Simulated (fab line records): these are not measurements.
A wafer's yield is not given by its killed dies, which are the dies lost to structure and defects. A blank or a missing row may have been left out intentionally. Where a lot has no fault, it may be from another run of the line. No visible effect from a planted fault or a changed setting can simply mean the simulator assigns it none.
Split-lot trial | flow sfq-line | 5 lots, 23 wafers read, on a route of 325 steps

## THE SPLIT
At SFQ_TRILAYER_I3_VIA_LITHO_PEB_088 (peb time 60 s), the setting peb-temp-c was moved away from the recipe's 115 C on 9 of the 23 wafers read, by -3.2% to +3.0%. This setting was run at the recipe's value on the other wafers.

## THE PATH FROM SPLIT TO READING: the file shows 1 step between them
- SFQ_TRILAYER_I3_VIA_LITHO_DEVELOP_087: time 60 s

## THE READING
I3.cd-nm (the simulator's own value, which no gauge read), in nm, at SFQ_TRILAYER_I3_VIA_BARC_OPEN_VIA_ETCH_121 (etches BARC in O2, target depth 125 nm, time 41.7 s). No usual value for it is given in the file. Across the 14 wafers here that went through the recipe, the average is 499.7 nm and the standard deviation 2 nm.

wafer  | tool, chamber at the split | peb-temp-c as run, C | against the recipe | I3.cd-nm, nm | against lot-mates on the recipe
L074.1 | litho-track-02, 0          | 115                  | recipe             | 499.7        | -
L074.2 | litho-track-02, 0          | 115                  | recipe             | 500.4        | -
L074.4 | litho-track-02, 0          | 117.2                | +1.9%              | 537.2        | +37.1
L074.5 | litho-track-02, 0          | 117.2                | +1.9%              | 537.2        | +37.1
L074.6 | litho-track-02, 0          | 115                  | recipe             | 500.2        | -
L075.1 | litho-track-02, 0          | 115                  | recipe             | 498.1        | -
L075.2 | litho-track-02, 0          | 111.3                | -3.2%              | 419.1        | -80.3
L075.3 | litho-track-02, 0          | 115                  | recipe             | 499.4        | -
L075.4 | litho-track-02, 0          | 115                  | recipe             | 500.7        | -
L075.6 | litho-track-02, 0          | 111.3                | -3.2%              | 421.3        | -78.1
L080.1 | litho-track-02, 0          | 115                  | recipe             | 498.5        | -
L080.2 | litho-track-02, 0          | 117                  | +1.7%              | 532.4        | +33.8
L080.4 | litho-track-02, 0          | 117                  | +1.7%              | 530.8        | +32.1
L080.5 | litho-track-02, 0          | 117                  | +1.7%              | 531.9        | +33.2
L080.6 | litho-track-02, 0          | 115                  | recipe             | 498.8        | -
L083.3 | litho-track-01, 0          | 115                  | recipe             | 495.9        | -
L083.4 | litho-track-01, 0          | 115                  | recipe             | 499.9        | -
L083.6 | litho-track-01, 0          | 115                  | recipe             | 497          | -
L085.2 | litho-track-03, 0          | 115                  | recipe             | 504.1        | -
L085.3 | litho-track-03, 0          | 115                  | recipe             | 501.2        | -
L085.4 | litho-track-03, 0          | 118.5                | +3.0%              | 557          | +54.5
L085.5 | litho-track-03, 0          | 115                  | recipe             | 502.3        | -
L085.6 | litho-track-03, 0          | 118.5                | +3.0%              | 556.9        | +54.4

FIT RESULTS
A straight line over all 23 wafers: I3.cd-nm changes by +21.4 nm for each +1% of peb-temp-c; r = +0.99; the points scatter about the line by 4.2 nm.
The same after taking each lot's own level away (the mean of its wafers on the recipe; 23 wafers): +21.2 nm for each +1%; r = +0.99; scatter 4.2 nm.
The reading moves by 68 nm for the largest change in peb-temp-c, on that fit.
Measured against the standard deviation above, the lots' own levels, which go from 497.60 to 502.53 nm, span 2.4 times it.
So the lot-to-lot level changes the slope little: the two slopes agree.
Check: -66.9 nm against its lot-mates is what the line predicts for one of the wafers moved furthest among these (-3.2%) when that wafer is left out of the fit. Against them it came out at -80.3 nm.

## OTHER SPLITS APPLIED TO THESE WAFERS
Note: prior to the reading, these wafers also went through further splits. Each is held against what the fit with the lots' levels taken away leaves over:
other split on the same wafers                   | wafers away from the commonest value | r with I3.cd-nm (lot level and that fit taken away)
SFQ_TRILAYER_M1_LITHO_PEB_042 peb-time-s         | 6                                    | -0.04
SFQ_TRILAYER_I1_CMP_CMP_046 leave-above-ref-nm   | 7                                    | -0.05
SFQ_TRILAYER_I1_VIA_LITHO_COAT_049 resist-thk-nm | 9                                    | -0.16
SFQ_TRILAYER_I1_VIA_ETCH_VIA_ETCH_052 bias-w     | 9                                    | +0.22
SFQ_TRILAYER_M2_LITHO_COAT_062 resist-thk-nm     | 6                                    | -0.09
SFQ_TRILAYER_M2_LITHO_PEB_060 peb-temp-c         | 4                                    | -0.22
SFQ_TRILAYER_I2_VIA_LITHO_COAT_072 spin-rpm      | 6                                    | +0.00
SFQ_TRILAYER_M3_LITHO_COAT_075 spin-rpm          | 8                                    | +0.36
SFQ_TRILAYER_I3_VIA_LITHO_COAT_090 spin-rpm      | 7                                    | +0.02

## FILE'S OWN FIT
I3.cd-nm changes by +20.9 nm for each +1% of peb-temp-c, r = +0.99.
